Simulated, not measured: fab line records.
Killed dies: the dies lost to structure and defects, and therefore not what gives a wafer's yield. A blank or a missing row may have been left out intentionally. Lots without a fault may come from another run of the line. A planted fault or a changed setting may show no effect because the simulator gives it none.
fab line records | flow sky130
record lots=6 | wafers=18 | last_day=50
route steps=708 shown METAL2@495 VIA2@507 PAD_OPEN@708
lots untouched by any fault: they come from a run of this same line in which no faults occurred
start_h: the number of hours between the record's first day and the start of the first shown wafer of the lot | wait_h: hours since the lot's step before | " repeats the value in the row above | L1.1+2: a row that stands for several wafers | - no value present, or no start provided | * or withheld: withheld | < > ~ a bound
route shown NAME@n: names a module that has steps shown in the file, with the first one's number in the route | usual: mean and standard deviation over wafers with no fault | same: alike in all rows | chamber/n: place in a boat | sites: each site's reading | _std_site: the standard deviation of these | _edge_site: outer sites' mean less inner sites' | radius_mm: for every site, how far away it sits from the centre of the wafer | mask NAME#n: copy n | behind: tool/chamber where the wafer was last shaped | hold: why the lot went on hold/how many hours it stayed there/how the hold came to an end | device: names the non-switching transistor (n, p or np) | end of line: the tests these same wafers got at the end of their route | a step without rows: its recipe alone | killed: count of dies lost to structure and defects at first sort (not the wafer's yield) | map: a wafer's dies, marking killed ones x, the rest . and places with no die _
set.NAME: the setting as run; set.NAME@STEP: as run at that earlier step | model.NAME: the simulator's own value behind a step, which no gauge read
lots at selected steps of the route; one table per step, one row per wafer
services: the hour from which a tool's chamber was out of use, counted from the record's first day as start_h (under 0 if before that day), plus the number of hours and why
## steps
# step SKY_METAL2_EXPOSE_12
# recipe mask_id=MM2 | na=0.8 | source_shape=annular | sigma_inner=0.55 | sigma_outer=0.85 | target_cd_nm=140 | dose_mj=28
# step SKY_METAL2_PEB_13
# recipe peb_temp_c=withheld | peb_time_s=withheld | resist=KrF-thick
# step SKY_METAL2_DEVELOP_14
# recipe develop_time_s=60 | resist=KrF-thick | dev_temp_c=21
# step SKY_METAL2_CD_MEAS_15
# recipe target_cd_nm=140
# usual cd_nm=140.2/1.3
lot.wafer | tool      | chamber | start_h | wait_h | cd_nm
L802.2    | cd_sem-01 | -       | 886.03  | -      | 142.4
L802.5    | "         | -       | "       | "      | 141.1
L802.6    | "         | -       | "       | "      | 141.3
L808.1    | cd_sem-01 | -       | 915.82  | -      | 140.5
L808.3    | "         | -       | "       | "      | 140.2
L808.6    | "         | -       | "       | "      | 139.6
L809.2    | cd_sem-01 | -       | 932.78  | -      | 142.7
L809.3    | "         | -       | "       | "      | 143.4
L809.6    | "         | -       | "       | "      | 141.7
L814.1    | cd_sem-01 | -       | 975.52  | -      | 137.4
L814.5    | "         | -       | "       | "      | 137.0
L814.6    | "         | -       | "       | "      | 137.8
L817.2    | cd_sem-02 | -       | 989.03  | -      | 139.6
L817.4    | "         | -       | "       | "      | 139.9
L817.6    | "         | -       | "       | "      | 140.0
L818.4    | cd_sem-02 | -       | 1007.66 | -      | 140.0
L818.5    | "         | -       | "       | "      | 139.0
L818.6    | "         | -       | "       | "      | 137.9
# step SKY_METAL2_OVL_MEAS_16
# usual METAL2_OVL=-1/4.8
lot.wafer | tool       | chamber | start_h | wait_h | METAL2_OVL[nm]
L802.2    | overlay-01 | -       | 886.14  | 0.1    | 3
L802.5    | "          | -       | "       | "      | -1
L802.6    | "          | -       | "       | "      | -3
L808.1    | overlay-02 | -       | 915.94  | 0.1    | 2
L808.3    | "          | -       | "       | "      | -8
L808.6    | "          | -       | "       | "      | -1
L809.2    | overlay-02 | -       | 932.89  | 0.1    | 1
L809.3    | "          | -       | "       | "      | 1
L809.6    | "          | -       | "       | "      | 8
L814.1    | overlay-02 | -       | 975.64  | 0.1    | 6
L814.5    | "          | -       | "       | "      | -5
L814.6    | "          | -       | "       | "      | 7
L817.2    | overlay-02 | -       | 989.14  | 0.1    | 3
L817.4    | "          | -       | "       | "      | 1
L817.6    | "          | -       | "       | "      | -3
L818.4    | overlay-01 | -       | 1007.74 | 0.1    | -8
L818.5    | "          | -       | "       | "      | 7
L818.6    | "          | -       | "       | "      | -4
# step SKY_METAL2_DESCUM_17
# recipe chemistry=O2 | source_power_w=150 | bias_power_w=0 | pressure_mtorr=10 | temp_c=40 | time_s=8
# usual drypump_motor_current_A=5.3/0.35 | oes_product_au=1.003/0.009
# same bias_power_w=0
lot.wafer | tool         | chamber | start_h | wait_h | drypump_motor_current_A | oes_product_au | rf_hours_counter_h
L802.2    | rie_metal-02 | 1       | 886.17  | 0.0    | 5.1                     | 1.001          | 3
L802.5    | "            | 1       | "       | "      | 5.1                     | 1.000          | -
L802.6    | "            | 0       | "       | "      | 4.9                     | 0.992          | -
L808.1    | rie_metal-01 | 1       | 915.98  | 0.0    | 5.7                     | 1.009          | 3
L808.3    | "            | 0       | "       | "      | 5.3                     | 1.011          | -
L808.6    | "            | 1       | "       | "      | 5.7                     | 1.017          | -
L809.2    | rie_metal-01 | 1       | 932.92  | 0.0    | 5.7                     | 1.001          | 3
L809.3    | "            | 1       | "       | "      | 5.7                     | 0.994          | -
L809.6    | "            | 1       | "       | "      | 5.7                     | 1.013          | -
L814.1    | rie_metal-02 | 0       | 975.68  | 0.0    | 4.9                     | 0.995          | 8
L814.5    | "            | 0       | "       | "      | 4.9                     | 1.001          | -
L814.6    | "            | 1       | "       | "      | 5.1                     | 0.988          | -
L817.2    | rie_metal-02 | 1       | 989.17  | 0.0    | 5.1                     | 0.997          | 9
L817.4    | "            | 1       | "       | "      | 5.1                     | 0.992          | -
L817.6    | "            | 0       | "       | "      | 4.9                     | 0.989          | -
L818.4    | rie_metal-01 | 0       | 1007.77 | 0.0    | 5.3                     | 1.000          | -
L818.5    | "            | 0       | "       | "      | 5.3                     | 1.001          | -
L818.6    | "            | 1       | "       | "      | 5.7                     | 0.981          | -
# step SKY_METAL2_ETCH_18
# recipe chemistry=N2/H2 | target=BARC | ion_energy_ev=200 | bias_w=100 | pressure_mtorr=30 | n2_flow_sccm=100 | h2_flow_sccm=200 | icp_w=500 | stop_on=SiO2 | time_s=45.9 | target_depth_a=600
# usual drypump_motor_current_A=5.3/0.35 | oes_product_au=0.855/0.0047 | throttle_valve_pct=13.225/0.009
lot.wafer | tool         | chamber | start_h | wait_h | drypump_motor_current_A | oes_product_au | rf_hours_counter_h | throttle_valve_pct
L802.2    | rie_metal-02 | 1       | 886.20  | 0.0    | 5.1                     | 0.854          | 3                  | 13.220
L802.5    | "            | 1       | "       | "      | 5.1                     | 0.855          | -                  | 13.225
L802.6    | "            | 0       | "       | "      | 4.9                     | 0.855          | -                  | 13.229
L808.1    | rie_metal-01 | 1       | 916.01  | 0.0    | 5.7                     | 0.853          | 3                  | 13.222
L808.3    | "            | 0       | "       | "      | 5.3                     | 0.858          | -                  | 13.235
L808.6    | "            | 1       | "       | "      | 5.7                     | 0.855          | -                  | 13.220
L809.2    | rie_metal-01 | 1       | 932.95  | 0.0    | 5.7                     | 0.855          | 3                  | 13.223
L809.3    | "            | 1       | "       | "      | 5.7                     | 0.853          | -                  | 13.218
L809.6    | "            | 1       | "       | "      | 5.7                     | 0.857          | -                  | 13.216
L814.1    | rie_metal-02 | 0       | 975.71  | 0.0    | 4.9                     | 0.854          | 8                  | 13.221
L814.5    | "            | 0       | "       | "      | 4.9                     | 0.852          | -                  | 13.223
L814.6    | "            | 1       | "       | "      | 5.1                     | 0.858          | -                  | 13.237
L817.2    | rie_metal-02 | 1       | 989.20  | 0.0    | 5.1                     | 0.843          | 9                  | 13.228
L817.4    | "            | 1       | "       | "      | 5.1                     | 0.858          | -                  | 13.229
L817.6    | "            | 0       | "       | "      | 4.9                     | 0.853          | -                  | 13.216
L818.4    | rie_metal-01 | 0       | 1007.81 | 0.0    | 5.3                     | 0.856          | -                  | 13.214
L818.5    | "            | 0       | "       | "      | 5.3                     | 0.857          | -                  | 13.209
L818.6    | "            | 1       | "       | "      | 5.7                     | 0.857          | -                  | 13.208
# step SKY_METAL2_METAL_ETCH_19
# recipe target_depth_a=3600 | stop_on=SiO2 | over_etch_frac=0.3 | time_s=78 | chemistry=Cl2/BCl3 | resist_sidewall_deg=88 | pressure_mtorr=10 | icp_w=900 | bias_w=48.5 | Cl2_flow_sccm=60 | bcl3_flow_sccm=30
# usual drypump_motor_current_A=5.3/0.35 | oes_product_au=0.856/0.0061 | throttle_valve_pct=22.265/0.0097
lot.wafer | tool         | chamber | start_h | wait_h | drypump_motor_current_A | oes_product_au | rf_hours_counter_h | throttle_valve_pct
L802.2    | rie_metal-02 | 1       | 886.27  | 0.0    | 5.1                     | 0.851          | 3                  | 22.259
L802.5    | "            | 1       | "       | "      | 5.0                     | 0.856          | -                  | 22.279
L802.6    | "            | 0       | "       | "      | 4.9                     | 0.858          | -                  | 22.267
L808.1    | rie_metal-01 | 1       | 916.07  | 0.0    | 5.7                     | 0.843          | 3                  | 22.261
L808.3    | "            | 0       | "       | "      | 5.3                     | 0.856          | -                  | 22.254
L808.6    | "            | 1       | "       | "      | 5.7                     | 0.848          | -                  | 22.263
L809.2    | rie_metal-01 | 1       | 933.01  | 0.0    | 5.7                     | 0.862          | 3                  | 22.264
L809.3    | "            | 1       | "       | "      | 5.7                     | 0.856          | -                  | 22.261
L809.6    | "            | 1       | "       | "      | 5.7                     | 0.852          | -                  | 22.276
L814.1    | rie_metal-02 | 0       | 975.78  | 0.0    | 4.9                     | 0.848          | 8                  | 22.271
L814.5    | "            | 0       | "       | "      | 4.9                     | 0.849          | -                  | 22.261
L814.6    | "            | 1       | "       | "      | 5.1                     | 0.852          | -                  | 22.266
L817.2    | rie_metal-02 | 1       | 989.26  | 0.0    | 5.1                     | 0.854          | 9                  | 22.269
L817.4    | "            | 1       | "       | "      | 5.1                     | 0.858          | -                  | 22.257
L817.6    | "            | 0       | "       | "      | 4.8                     | 0.855          | -                  | 22.272
L818.4    | rie_metal-01 | 0       | 1007.88 | 0.1    | 5.3                     | 0.861          | -                  | 22.264
L818.5    | "            | 0       | "       | "      | 5.3                     | 0.848          | -                  | 22.252
L818.6    | "            | 1       | "       | "      | 5.7                     | 0.856          | -                  | 22.256
# step SKY_METAL2_STRIP_20
# recipe chemistry=O2/N2 | power_w=1400 | pressure_mtorr=1500 | platen_temp_c=withheld | o2_flow_sccm=3000 | n2_flow_sccm=300 | overash_fraction=0.5
# usual drypump_motor_current_A=5.53/0.26 | oes_product_au=0.343/0.005 | strip_time_to_endpoint_s=2.68/0.033
# same overash_fraction=0.5
lot.wafer | tool            | chamber | start_h | wait_h | drypump_motor_current_A | oes_product_au | rf_hours_counter_h | strip_time_to_endpoint_s
L802.2    | plasma_asher-03 | 0       | 886.36  | 0.1    | 5.36                    | 0.349          | 77                 | 2.71
L802.5    | "               | 0       | "       | "      | 5.38                    | 0.341          | -                  | 2.71
L802.6    | "               | 1       | "       | "      | 5.48                    | 0.343          | -                  | 2.66
L808.1    | plasma_asher-02 | 0       | 916.16  | 0.1    | 5.97                    | 0.341          | 49                 | 2.73
L808.3    | "               | 0       | "       | "      | 5.98                    | 0.344          | -                  | 2.68
L808.6    | "               | 0       | "       | "      | 6.01                    | 0.344          | -                  | 2.73
L809.2    | plasma_asher-01 | 1       | 933.10  | 0.1    | 5.88                    | 0.340          | 112                | 2.69
L809.3    | "               | 0       | "       | "      | 5.45                    | 0.332          | -                  | 2.71
L809.6    | "               | 1       | "       | "      | 5.85                    | 0.343          | -                  | 2.71
L814.1    | plasma_asher-01 | 0       | 975.87  | 0.1    | 5.49                    | 0.337          | 117                | 2.70
L814.5    | "               | 1       | "       | "      | 5.88                    | 0.344          | -                  | 2.68
L814.6    | "               | 0       | "       | "      | 5.50                    | 0.342          | -                  | 2.70
L817.2    | plasma_asher-02 | 1       | 989.35  | 0.1    | 4.99                    | 0.347          | 56                 | 2.71
L817.4    | "               | 1       | "       | "      | 5.00                    | 0.336          | -                  | 2.70
L817.6    | "               | 1       | "       | "      | 5.03                    | 0.339          | -                  | 2.70
L818.4    | plasma_asher-03 | 1       | 1007.97 | 0.1    | 5.49                    | 0.331          | -                  | 2.66
L818.5    | "               | 1       | "       | "      | 5.47                    | 0.345          | -                  | 2.65
L818.6    | "               | 0       | "       | "      | 5.39                    | 0.342          | -                  | 2.73
# step SKY_METAL2_STRIP_21
# recipe chemistry=post_etch_residue_remover | time_s=1200 | temp_c=72.5
# step SKY_METAL2_CLEAN_22
# recipe chemistry=IPA | time_s=180 | temp_c=25
# step SKY_METAL2_CLEAN_23
# recipe chemistry=O3/DIW | dry=n2_spin
# step SKY_VIA2_HDPCVD_00
# recipe material=SiO2 | target_thk_nm=1180 | sigma_open_frac=0.3 | time_s=196.7 | temp_c=400 | sih4_flow_sccm=60 | pressure_mtorr=6
# usual sih4_flow_sccm=60.01/0.17
lot.wafer | tool      | chamber | start_h | wait_h | sih4_flow_sccm | model.SiO2_of_VIA2_HDPCVD_00.thk_nm
L802.2    | hdpcvd-01 | 2       | 886.95  | 0.0    | 59.82          | 1174
L802.5    | "         | 1       | "       | "      | 60.00          | 1177
L802.6    | "         | 2       | "       | "      | 59.96          | 1172
L808.1    | hdpcvd-02 | 0       | 916.79  | 0.0    | 60.01          | 795.2
L808.3    | "         | 2       | "       | "      | 60.05          | 810.5
L808.6    | "         | 2       | "       | "      | 60.14          | 802.8
L809.2    | hdpcvd-02 | 2       | 933.73  | 0.0    | 60.01          | 784.9
L809.3    | "         | 1       | "       | "      | 60.06          | 773.5
L809.6    | "         | 1       | "       | "      | 60.01          | 773.9
L814.1    | hdpcvd-01 | 0       | 976.89  | 0.0    | 59.89          | 1203
L814.5    | "         | 1       | "       | "      | 60.13          | 1178
L814.6    | "         | 0       | "       | "      | 60.23          | 1187
L817.2    | hdpcvd-01 | 2       | 989.95  | 0.0    | 59.72          | 1186
L817.4    | "         | 0       | "       | "      | 60.24          | 1192
L817.6    | "         | 2       | "       | "      | 59.68          | 1188
L818.4    | hdpcvd-02 | 2       | 1008.63 | 0.1    | 59.76          | 1177
L818.5    | "         | 0       | "       | "      | 60.04          | 1184
L818.6    | "         | 1       | "       | "      | 60.01          | 1180
# step SKY_VIA2_THK_MEAS_01
# recipe reads=SiO2_of_VIA2_HDPCVD_00
# usual VIA2_HDPCVD_THK=1184/11
lot.wafer | tool          | chamber | start_h | wait_h | VIA2_HDPCVD_THK[nm]
L802.2    | film_metro-04 | -       | 887.08  | 0.1    | 1174
L802.5    | "             | -       | "       | "      | 1178
L802.6    | "             | -       | "       | "      | 1171
L808.1    | film_metro-04 | -       | 916.91  | 0.1    | 796
L808.3    | "             | -       | "       | "      | 811
L808.6    | "             | -       | "       | "      | 803
L809.2    | film_metro-01 | -       | 933.86  | 0.1    | 785
L809.3    | "             | -       | "       | "      | 773
L809.6    | "             | -       | "       | "      | 774
L814.1    | film_metro-03 | -       | 977.02  | 0.1    | 1203
L814.5    | "             | -       | "       | "      | 1179
L814.6    | "             | -       | "       | "      | 1188
L817.2    | film_metro-04 | -       | 990.09  | 0.1    | 1186
L817.4    | "             | -       | "       | "      | 1192
L817.6    | "             | -       | "       | "      | 1188
L818.4    | film_metro-01 | -       | 1008.72 | 0.0    | 1178
L818.5    | "             | -       | "       | "      | 1184
L818.6    | "             | -       | "       | "      | 1181
# step SKY_VIA2_CMP_02
# recipe material=SiO2 | down_force_psi=4 | platen_rpm=60 | pad_velocity_m_s=0.94248
# usual motor_current_A=11.8/0.96 | platen_rpm=60.00/0.045
lot.wafer | tool   | chamber | start_h | wait_h | motor_current_A | platen_rpm
L802.2    | cmp-01 | 3       | 887.28  | 0.2    | 11.3            | 60.09
L802.6    | "      | 0       | "       | "      | 12.7            | 59.97
L802.5    | "      | 1       | "       | "      | 10.8            | 60.04
L808.1    | cmp-01 | 2       | 917.02  | 0.1    | 14.0            | 59.97
L808.3    | "      | 3       | "       | "      | 11.7            | 60.02
L808.6    | "      | 1       | "       | "      | 11.1            | 59.92
L809.2    | cmp-01 | 3       | 933.91  | 0.0    | 11.0            | 59.99
L809.3    | "      | 0       | "       | "      | 12.3            | 60.01
L809.6    | "      | 0       | "       | "      | 12.7            | 59.93
L814.1    | cmp-02 | 0       | 977.13  | 0.1    | 11.4            | 59.89
L814.5    | "      | 3       | "       | "      | 11.6            | 60.02
L814.6    | "      | 0       | "       | "      | 11.5            | 60.03
L817.2    | cmp-02 | 0       | 992.83  | 2.7    | 11.8            | 60.01
L817.4    | "      | 1       | "       | "      | 11.1            | 60.03
L817.6    | "      | 0       | "       | "      | 11.9            | 60.06
L818.4    | cmp-01 | 1       | 1008.80 | 0.1    | 10.5            | 59.96
L818.5    | "      | 0       | "       | "      | 13.4            | 60.02
L818.6    | "      | 1       | "       | "      | 11.3            | 59.95
# step SKY_PAD_OPEN_PROBE_99
# usual defect_limited_yield=82.5/1.9 | killed_at_M0_to_M3=44/7.2 | killed_at_M4_up=3.0/1.8 | killed_at_contacts=24/5.4 | killed_at_front_end=14/4.4 | killed_at_other=0.4/0.64 | killed_dies=86/9.4 | killed_open=47/7.7 | killed_short=39/5.8
# same gross_dies=492 | killed_at_back_side=0
lot.wafer | tool      | chamber | start_h | wait_h | defect_limited_yield[%] | killed_at_M0_to_M3 | killed_at_M4_up | killed_at_contacts | killed_at_front_end | killed_at_other | killed_dies | killed_open | killed_short | model.etest.met3_comb.leak_log10_a_um | model.etest.tester.sort_bin_3_pct | model.etest.tester.sort_bin_8_pct
L802.2    | prober-02 | -       | 1127.78 | 0.1    | 83.1                    | 35                 | 3               | 30                 | 14                  | 1               | 83          | 53          | 29           | -11.93                                | 0.4065                            | 0
L802.5    | prober-02 | -       | 1127.93 | 0.2    | 81.3                    | 50                 | 2               | 25                 | 15                  | 0               | 92          | 53          | 39           | -12.04                                | 0.6098                            | 0
L802.6    | prober-02 | -       | 1127.98 | 0.2    | 81.3                    | 50                 | 4               | 28                 | 9                   | 1               | 92          | 51          | 40           | -12.15                                | 0.4065                            | 0
L808.1    | prober-01 | -       | 1150.63 | 0.1    | 79.3                    | 53                 | 4               | 34                 | 10                  | 1               | 102         | 63          | 39           | -11.58                                | 0.2033                            | 0
L808.3    | prober-01 | -       | 1150.73 | 0.2    | 83.3                    | 37                 | 0               | 29                 | 15                  | 1               | 82          | 38          | 44           | -11.91                                | 1.423                             | 0
L808.6    | prober-01 | -       | 1150.88 | 0.2    | 85.2                    | 47                 | 3               | 11                 | 12                  | 0               | 73          | 45          | 28           | -11.72                                | 1.016                             | 0
L809.2    | prober-02 | -       | 1162.20 | 0.1    | 78.7                    | 49                 | 1               | 29                 | 25                  | 1               | 105         | 63          | 42           | -10.9                                 | 1.016                             | 0
L809.3    | prober-02 | -       | 1162.25 | 0.2    | 80.7                    | 54                 | 4               | 18                 | 18                  | 1               | 95          | 44          | 51           | -10.5                                 | 2.236                             | 5.382e-07
L809.6    | prober-02 | -       | 1162.40 | 0.2    | 85.4                    | 36                 | 2               | 17                 | 17                  | 0               | 72          | 37          | 35           | -10.29                                | 3.049                             | 2.061e-06
L814.1    | prober-01 | -       | 1191.33 | 0.1    | 83.5                    | 48                 | 1               | 20                 | 12                  | 0               | 81          | 40          | 41           | -11.92                                | 1.626                             | 0
L814.5    | prober-01 | -       | 1191.53 | 0.2    | 85.0                    | 40                 | 5               | 20                 | 9                   | 0               | 74          | 35          | 39           | -11.92                                | 1.22                              | 0
L814.6    | prober-01 | -       | 1191.58 | 0.2    | 81.5                    | 48                 | 2               | 24                 | 17                  | 0               | 91          | 42          | 49           | -12.12                                | 1.22                              | 0
L817.2    | prober-01 | -       | 1203.22 | 0.1    | 83.3                    | 47                 | 1               | 17                 | 16                  | 1               | 82          | 41          | 41           | -12.13                                | 1.423                             | 0
L817.4    | prober-01 | -       | 1203.32 | 0.2    | 83.3                    | 45                 | 3               | 27                 | 7                   | 0               | 82          | 35          | 47           | -11.97                                | 1.423                             | 0
L817.6    | prober-01 | -       | 1203.42 | 0.2    | 83.3                    | 48                 | 4               | 22                 | 8                   | 0               | 82          | 57          | 25           | -12.03                                | 0.813                             | 0
L818.4    | prober-01 | -       | 1210.94 | 0.2    | 81.1                    | 54                 | 2               | 29                 | 8                   | 0               | 93          | 54          | 39           | -11.88                                | 1.22                              | 0
L818.5    | prober-01 | -       | 1210.99 | 0.2    | 83.3                    | 38                 | 0               | 26                 | 18                  | 0               | 82          | 46          | 36           | -12.02                                | 0.6098                            | 0
L818.6    | prober-01 | -       | 1211.04 | 0.2    | 81.1                    | 47                 | 3               | 28                 | 14                  | 1               | 93          | 44          | 49           | -12.07                                | 1.22                              | 0
# killed by level:class
L802.2 CONTACT:geometric_particle:open=14 VIA1:geometric_particle:open=12 LI_CONTACT:geometric_particle:open=9 POLY_GATE:geometric_particle:short=6 VIA2:geometric_particle:open=5 CONTACT:geometric_particle:short=4 FIELD_ISO:geometric_particle:open=3 METAL1:geometric_particle:short=3
L802.5 VIA1:geometric_particle:open=14 VIA2:geometric_particle:open=12 CONTACT:geometric_particle:open=11 CONTACT:geometric_particle:short=7 VIA2:geometric_particle:short=5 VIA3:geometric_particle:open=5 POLY_GATE:geometric_particle:short=4 LOCAL_INTERCONNECT:geometric_particle:short=4
L802.6 CONTACT:geometric_particle:open=12 VIA1:geometric_particle:open=12 VIA2:geometric_particle:open=10 METAL1:geometric_particle:short=9 LI_CONTACT:geometric_particle:open=6 VIA1:geometric_particle:short=6 METAL2:geometric_particle:short=5 LI_CONTACT:geometric_particle:short=4
L808.1 CONTACT:geometric_particle:open=16 VIA1:geometric_particle:open=15 LI_CONTACT:geometric_particle:open=11 VIA3:geometric_particle:open=8 METAL1:geometric_particle:short=5 METAL2:geometric_particle:short=5 VIA3:geometric_particle:short=5 VIA2:geometric_particle:open=4
L808.3 LI_CONTACT:geometric_particle:open=8 LOCAL_INTERCONNECT:geometric_particle:short=7 VIA1:geometric_particle:open=7 METAL2:geometric_particle:short=7 POLY_GATE:geometric_particle:short=5 LI_CONTACT:geometric_particle:short=5 CONTACT:geometric_particle:open=5 METAL1:geometric_particle:short=5
L808.6 VIA1:geometric_particle:open=10 VIA2:geometric_particle:open=7 VIA3:geometric_particle:short=6 VIA1:geometric_particle:short=5 CONTACT:geometric_particle:open=5 METAL1:geometric_particle:short=4 POLY_GATE:geometric_particle:open=4 LI_CONTACT:geometric_particle:open=4
L809.2 CONTACT:geometric_particle:open=15 VIA1:geometric_particle:open=10 METAL1:geometric_particle:short=9 FIELD_ISO:geometric_particle:open=8 POLY_GATE:geometric_particle:open=8 CONTACT:geometric_particle:short=6 VIA2:geometric_particle:open=6 METAL2:geometric_particle:short=5
L809.3 METAL1:geometric_particle:short=11 VIA2:geometric_particle:open=9 POLY_GATE:geometric_particle:short=8 CONTACT:geometric_particle:open=8 METAL2:geometric_particle:short=8 VIA1:geometric_particle:open=7 VIA3:geometric_particle:open=7 FIELD_ISO:geometric_particle:short=4
L809.6 CONTACT:geometric_particle:open=8 VIA1:geometric_particle:open=8 FIELD_ISO:geometric_particle:short=7 VIA2:geometric_particle:open=6 CONTACT:geometric_particle:short=5 METAL1:geometric_particle:short=5 LI_CONTACT:geometric_particle:open=4 VIA2:geometric_particle:short=4
L814.1 VIA1:geometric_particle:open=15 VIA2:geometric_particle:short=6 METAL2:geometric_particle:short=6 VIA2:geometric_particle:open=6 FIELD_ISO:geometric_particle:short=5 LI_CONTACT:geometric_particle:open=5 VIA1:geometric_particle:short=5 CONTACT:geometric_particle:short=4
L814.5 METAL2:geometric_particle:short=10 VIA1:geometric_particle:open=7 CONTACT:geometric_particle:open=7 VIA2:geometric_particle:open=6 CONTACT:geometric_particle:short=4 VIA1:geometric_particle:short=4 FIELD_ISO:geometric_particle:open=3 FIELD_ISO:geometric_particle:short=3
L814.6 VIA2:geometric_particle:open=10 CONTACT:geometric_particle:open=7 VIA1:geometric_particle:short=7 VIA1:geometric_particle:open=7 FIELD_ISO:geometric_particle:open=6 FIELD_ISO:geometric_particle:short=6 METAL2:geometric_particle:short=6 LOCAL_INTERCONNECT:geometric_particle:short=5
L817.2 CONTACT:geometric_particle:open=8 VIA1:geometric_particle:open=7 VIA3:geometric_particle:open=7 METAL1:geometric_particle:short=6 VIA1:geometric_particle:short=6 FIELD_ISO:geometric_particle:short=5 FIELD_ISO:geometric_particle:open=5 VIA2:geometric_particle:short=5
L817.4 CONTACT:geometric_particle:open=10 METAL2:geometric_particle:short=9 VIA1:geometric_particle:open=8 LI_CONTACT:geometric_particle:short=6 CONTACT:geometric_particle:short=6 VIA1:geometric_particle:short=5 VIA2:geometric_particle:open=5 VIA3:geometric_particle:open=5
L817.6 CONTACT:geometric_particle:open=13 VIA1:geometric_particle:open=11 VIA2:geometric_particle:open=9 VIA3:geometric_particle:open=8 LI_CONTACT:geometric_particle:open=5 METAL1:geometric_particle:short=4 METAL3:geometric_particle:short=4 FIELD_ISO:geometric_particle:open=3
L818.4 VIA1:geometric_particle:open=11 CONTACT:geometric_particle:open=10 VIA2:geometric_particle:open=9 LI_CONTACT:geometric_particle:open=7 CONTACT:geometric_particle:short=7 METAL2:geometric_particle:short=6 VIA1:geometric_particle:short=6 FIELD_ISO:geometric_particle:short=5
L818.5 CONTACT:geometric_particle:open=10 VIA1:geometric_particle:open=9 CONTACT:geometric_particle:short=7 METAL1:geometric_particle:short=7 VIA3:geometric_particle:open=7 FIELD_ISO:geometric_particle:open=5 LOCAL_INTERCONNECT:geometric_particle:short=5 VIA2:geometric_particle:open=5
L818.6 CONTACT:geometric_particle:open=12 VIA1:geometric_particle:open=8 METAL3:geometric_particle:short=7 METAL1:geometric_particle:short=6 LI_CONTACT:geometric_particle:open=5 METAL2:geometric_particle:short=5 VIA3:geometric_particle:open=5 VIA2:geometric_particle:open=5
## services
tool            | chamber | start_h | hours | kind
plasma_asher-02 | -       | 874.32  | 1.9   | repair
hdpcvd-02       | -       | 877.24  | 14.6  | pm
cmp-01          | -       | 884.46  | 1.6   | repair
cmp-02          | -       | 895.34  | 0.5   | repair
cmp-01          | -       | 901.76  | 2.8   | repair
plasma_asher-01 | -       | 914.66  | 2.6   | repair
cmp-02          | -       | 918.87  | 4.0   | pm
cmp-02          | -       | 922.87  | -     | consumable_replace:conditioner
cmp-02          | -       | 922.87  | -     | consumable_replace:pad
rie_metal-01    | -       | 934.53  | 28.1  | pm
hdpcvd-02       | -       | 950.25  | 15.0  | pm
hdpcvd-02       | 0       | 950.25  | 15.0  | vent_cycle
hdpcvd-02       | 1       | 950.25  | 15.0  | vent_cycle
hdpcvd-02       | 2       | 950.25  | 15.0  | vent_cycle
cmp-02          | -       | 956.10  | 3.6   | pm
hdpcvd-02       | 0       | 965.25  | -     | clean
hdpcvd-02       | 1       | 965.25  | -     | clean
hdpcvd-02       | 2       | 965.25  | -     | clean
cmp-02          | -       | 983.60  | 8.9   | pm
rie_metal-01    | -       | 993.61  | 0.2   | repair
rie_metal-02    | -       | 994.45  | 1.2   | repair
hdpcvd-02       | 0       | 996.25  | 3.5   | repair
rie_metal-02    | 1       | 998.34  | 22.1  | repair
rie_metal-01    | -       | 1003.69 | 1.4   | pm
## key
first_sign step=SKY_VIA2_THK_MEAS_01 | reading=VIA2_HDPCVD_THK | direction=down | sigmas=37 | usual=1184 | struck=790
effect none on later readings
model_effect step=SKY_VIA2_HDPCVD_00 | value=SiO2_of_VIA2_HDPCVD_00.thk_nm | without=1184 | struck=790.1
model_effect step=SKY_PAD_OPEN_PROBE_99 | value=etest.met3_comb.leak_log10_a_um | without=-11.97 | struck=-11.15
met_at SKY_VIA2_HDPCVD_00
struck_wafers L808.1,L808.3,L808.6,L809.2,L809.3,L809.6
fault kind=process_parameter_drift | tool=hdpcvd-02 | chamber=- | onset_h=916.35 | steps=SKY_VIA2_HDPCVD_00 | channel=target_thk_nm | offset=-394.26 | shape=step | end_h=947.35 | acts_in=these_recipes_only | stated=1180
